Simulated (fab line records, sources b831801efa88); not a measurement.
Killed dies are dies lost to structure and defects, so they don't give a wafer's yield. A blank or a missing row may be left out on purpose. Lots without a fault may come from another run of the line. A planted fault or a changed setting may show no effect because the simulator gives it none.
Which tool did it? | flow sky130 | 13 lots, 39 wafers sampled, at 4 steps of a route of 708

WHAT THE GAUGES READ, wafer by wafer
SKY_VIA3_THK_MEAS_01.
lot  | measured     | on            | VIA3_HDPCVD_THK (nm)
L187 | day 38 14:31 | film_metro-02 | 1650 1622 1623
L189 | day 39 05:20 | film_metro-01 | 1606 1623 1629
L190 | day 39 19:12 | film_metro-01 | 1628 1629 1621
L192 | day 40 04:13 | film_metro-03 | 1640 1619 1614
L193 | day 40 15:46 | film_metro-03 | 1663 1655 1659
L194 | day 40 17:17 | film_metro-01 | 1642 1623 1634
L195 | day 40 22:22 | film_metro-02 | 1620 1616 1630
L196 | day 41 13:44 | film_metro-02 | 1627 1609 1640
L197 | day 41 19:10 | film_metro-02 | 1658 1654 1651
L199 | day 42 03:23 | film_metro-01 | 1658 1652 1631
L205 | day 43 18:54 | film_metro-01 | 1630 1622 1629
L207 | day 44 20:06 | film_metro-01 | 1655 1654 1647
L209 | day 45 03:26 | film_metro-02 | 1643 1628 1640

SKY_CAP2M_RS_MEAS_03: measures by four-point-probe.
lot  | measured     | on            | CAP2M_TIN_RS (ohm/sq)
L187 | day 39 17:45 | film_metro-01 | 6.92 7.02 6.92
L189 | day 40 08:45 | film_metro-04 | 6.91 6.86 6.87
L190 | day 40 21:54 | film_metro-04 | 6.82 7.00 7.02
L192 | day 41 06:22 | film_metro-04 | 6.91 6.98 6.86
L193 | day 41 18:01 | film_metro-01 | 6.90 6.88 6.85
L194 | day 41 19:35 | film_metro-03 | 6.94 6.88 6.91
L195 | day 42 00:58 | film_metro-03 | 6.76 6.78 6.79
L196 | day 42 15:35 | film_metro-03 | 6.90 6.79 6.90
L197 | day 42 21:18 | film_metro-03 | 6.99 6.87 6.95
L199 | day 43 05:11 | film_metro-01 | 6.94 6.93 6.86
L205 | day 44 19:44 | film_metro-04 | 6.87 6.95 6.90
L207 | day 45 19:31 | film_metro-04 | 6.87 6.94 6.78
L209 | day 46 02:13 | film_metro-04 | 6.92 6.87 6.94

WHICH TOOL RAN EACH LOT (tool, then ch and the chambers of the sampled wafers, then the start)
lot  | SKY_CONTACT_ETCH_18                | SKY_VIA2_SPUTTER_20
L187 | rie_diel-04 ch 0,2,3, day 31 14:00 | pvd_sputter-03, day 36 08:32
L189 | rie_diel-02 ch 0,1,3, day 32 10:00 | pvd_sputter-03, day 37 02:17
L190 | rie_diel-04 ch 2,3, day 32 20:00   | pvd_sputter-04, day 37 12:52
L192 | rie_diel-04 ch 0,2, day 33 10:00   | pvd_sputter-04, day 38 00:25
L193 | rie_diel-04 ch 0,1,2, day 33 20:00 | pvd_sputter-04, day 38 12:14
L194 | rie_diel-03 ch 1,2,3, day 33 22:00 | pvd_sputter-02, day 38 14:11
L195 | rie_diel-03 ch 0,1,2, day 34 03:00 | pvd_sputter-02, day 38 17:29
L196 | rie_diel-03 ch 2,3, day 34 19:00   | pvd_sputter-04, day 39 08:25
L197 | rie_diel-03 ch 0,1,3, day 35 02:00 | pvd_sputter-03, day 39 16:01
L199 | rie_diel-04 ch 1,2, day 35 10:00   | pvd_sputter-04, day 39 23:54
L205 | rie_diel-04 ch 0,1,2, day 37 09:00 | pvd_sputter-02, day 41 17:41
L207 | rie_diel-04 ch 0,1,3, day 38 10:00 | pvd_sputter-04, day 42 18:15
L209 | rie_diel-03 ch 0,2,3, day 38 19:00 | pvd_sputter-02, day 43 03:09
- SKY_CONTACT_ETCH_18: etches Si3N4 in CHF3/O2, stops on TiN, time 39 s, target depth 75 nm.
- SKY_VIA2_SPUTTER_20: material TiN, target thk 20 nm, time 80 s.

WHAT THE TOOLS THEMSELVES READ (means of the sampled wafers that have a number; where no wafer has one, the mark that the record gives instead)
SKY_CONTACT_ETCH_18.
lot  | tool        | O2_flow_sccm (sccm) | bias_w (W) | chf3_flow_sccm (sccm) | drypump_motor_current_A (A) | oes_product_au (a.u.) | rf_fwd_power_W (W) | throttle_valve_pct (%)
L187 | rie_diel-04 | 5.002               | 200.0      | 49.85                 | 5.5                         | 0.856                 | 593.5              | 8.793
L189 | rie_diel-02 | 5.010               | 200.4      | 50.03                 | 5.6                         | 0.851                 | 593.1              | 8.793
L190 | rie_diel-04 | 5.004               | 200.0      | 50.07                 | 5.7                         | 0.854                 | 592.0              | 8.795
L192 | rie_diel-04 | 5.009               | 200.0      | 49.80                 | 5.3                         | 0.861                 | 593.7              | 8.796
L193 | rie_diel-04 | 4.995               | 200.3      | 50.03                 | 5.7                         | 0.851                 | 595.2              | 8.802
L194 | rie_diel-03 | 4.989               | 200.5      | 49.84                 | 5.7                         | 0.853                 | 591.1              | 8.787
L195 | rie_diel-03 | 5.009               | 200.3      | 50.02                 | 5.9                         | 0.855                 | 592.6              | 8.791
L196 | rie_diel-03 | 5.007               | 219.3      | 49.96                 | 5.3                         | 0.849                 | 589.6              | 8.796
L197 | rie_diel-03 | 4.999               | 219.7      | 49.95                 | 5.4                         | 0.847                 | 591.1              | 8.791
L199 | rie_diel-04 | 5.008               | 200.6      | 50.14                 | 5.5                         | 0.863                 | 594.3              | 8.790
L205 | rie_diel-04 | 4.999               | 200.1      | 49.82                 | 5.7                         | 0.848                 | 593.7              | 8.795
L207 | rie_diel-04 | 4.987               | 200.1      | 50.03                 | 6.0                         | 0.859                 | 594.4              | 8.796
L209 | rie_diel-03 | 4.996               | 200.5      | 50.06                 | 5.5                         | 0.857                 | 591.5              | 8.798

SKY_VIA2_SPUTTER_20.
lot  | tool           | throttle_valve_pct (%)
L187 | pvd_sputter-03 | 30.3
L189 | pvd_sputter-03 | 30.5
L190 | pvd_sputter-04 | 30.5
L192 | pvd_sputter-04 | 30.1
L193 | pvd_sputter-04 | 29.9
L194 | pvd_sputter-02 | 29.8
L195 | pvd_sputter-02 | 29.7
L196 | pvd_sputter-04 | 30.7
L197 | pvd_sputter-03 | 30.3
L199 | pvd_sputter-04 | 30.0
L205 | pvd_sputter-02 | 29.6
L207 | pvd_sputter-04 | 30.4
L209 | pvd_sputter-02 | 29.4

THE ANSWER, worked out from the rows above alone
Rule: what is usual is taken from the lots themselves. Put in order of their means at a reading, lots are off if they are a third of the lots or fewer, leave a main group of 4 or more, and stand apart from it by a gap of 3 or more times the standard deviation of the main group's means; of several such gaps the widest counts. A main group whose means are all the same, to the digits that the tables above print for the reading, isn't used. A lot without any number at a reading at which 4 lots or more have one is off too. The other lots that the step has rows for count as sound. The gauges are gone through in route order, then the tools' own readings, and for those a lot's mean is taken as printed above. The first step at which some lot is off is used, and at that step the reading that is off furthest; a lot without a number counts as furthest.
Off: L196, L197, at SKY_CONTACT_ETCH_18 (bias_w). The main group: mean 200.3 W, standard deviation 0.21.
A tool fits if, at that step or a process step before it, it ran every lot that is off, and no sound lot after the first of them. None of those tried fits.

WHAT THE SIMULATOR HAD PUT IN
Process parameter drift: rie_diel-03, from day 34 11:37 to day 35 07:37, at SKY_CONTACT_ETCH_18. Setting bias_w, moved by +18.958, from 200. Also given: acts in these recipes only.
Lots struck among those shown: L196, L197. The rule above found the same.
